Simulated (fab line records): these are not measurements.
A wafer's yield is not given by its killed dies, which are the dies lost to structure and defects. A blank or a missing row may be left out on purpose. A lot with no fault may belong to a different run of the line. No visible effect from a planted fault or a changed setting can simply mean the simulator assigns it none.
The tool behind it: which one? :: flow sky130 :: Sampling: 6 lots, 18 wafers, 3 of 708 route steps

WHAT EACH GAUGE READ, for each wafer
SKY_VIA4_THK_MEAS_01.
lot: L317
measured: day 43 07:32
on: film metro-01
VIA4_HDPCVD_THK (nm): 1728 1742 1755

lot: L318
measured: day 43 15:47
on: film metro-02
VIA4_HDPCVD_THK (nm): 1772 1739 1733

lot: L321
measured: day 44 01:41
on: film metro-03
VIA4_HDPCVD_THK (nm): 1697 1745 1743

lot: L324
measured: day 44 15:40
on: film metro-01
VIA4_HDPCVD_THK (nm): 1783 1703 1749

lot: L330
measured: day 45 22:50
on: film metro-01
VIA4_HDPCVD_THK (nm): 1764 1749 1761

lot: L334
measured: day 46 22:14
on: film metro-02
VIA4_HDPCVD_THK (nm): 1750 1717 1069

EACH LOT AND THE TOOL THAT RAN IT (in order: tool; ch and the chambers of the sampled wafers; start)
lot: L317
SKY_VIA3_SPUTTER_20: pvd sputter-03, day 41 05:29
SKY_VIA4_HDPCVD_00: hdpcvd-02 ch 1,2, day 43 07:20

lot: L318
SKY_VIA3_SPUTTER_20: pvd sputter-04, day 41 14:32
SKY_VIA4_HDPCVD_00: hdpcvd-01 ch 0,2, day 43 15:37

lot: L321
SKY_VIA3_SPUTTER_20: pvd sputter-04, day 42 00:50
SKY_VIA4_HDPCVD_00: hdpcvd-02 ch 0,2, day 44 01:30

lot: L324
SKY_VIA3_SPUTTER_20: pvd sputter-03, day 42 15:44
SKY_VIA4_HDPCVD_00: hdpcvd-02 ch 0,1,2, day 44 15:33

lot: L330
SKY_VIA3_SPUTTER_20: pvd sputter-03, day 44 00:11
SKY_VIA4_HDPCVD_00: hdpcvd-02 ch 1,2, day 45 22:38

lot: L334
SKY_VIA3_SPUTTER_20: pvd sputter-03, day 45 00:50
SKY_VIA4_HDPCVD_00: hdpcvd-01 ch 0,1, day 46 22:02
- SKY_VIA3_SPUTTER_20: material TiN, target thk 20 nm, time 80 s.
- SKY_VIA4_HDPCVD_00: deposits SiO2, target thk 1750 nm, time 291.7 s.

THE ANSWER, worked out from the rows above alone
Rule: the lots themselves supply what counts as usual. The widest of any qualifying gaps counts: lots, ordered by their means at a reading, are off when they make up no more than a third of the lots, leave a main group of 4 or more, and stand apart from it by 3 or more times the standard deviation of that group's means. If all means in a main group match to the digits the tables above print for the reading, that group is not used. A lot without any number at a reading at which 4 lots or more have one is off too. The other lots that the step has rows for count as sound.
Off: L334, seen at SKY_VIA4_THK_MEAS_01 (VIA4_HDPCVD_THK). The main group: mean 1744 nm, standard deviation 9.6.
A tool fits if, at a process step before that reading, it ran every lot that is off, and no sound lot after the first of them. Gauges at SKY_VIA4_THK_MEAS_01: tried the same way as those tools. Can't be told from this: 3 tools fit, pvd sputter-03 at SKY_VIA3_SPUTTER_20, hdpcvd-01 at SKY_VIA4_HDPCVD_00, film metro-02 at SKY_VIA4_THK_MEAS_01.

WHAT THE SIMULATOR HAD PUT IN
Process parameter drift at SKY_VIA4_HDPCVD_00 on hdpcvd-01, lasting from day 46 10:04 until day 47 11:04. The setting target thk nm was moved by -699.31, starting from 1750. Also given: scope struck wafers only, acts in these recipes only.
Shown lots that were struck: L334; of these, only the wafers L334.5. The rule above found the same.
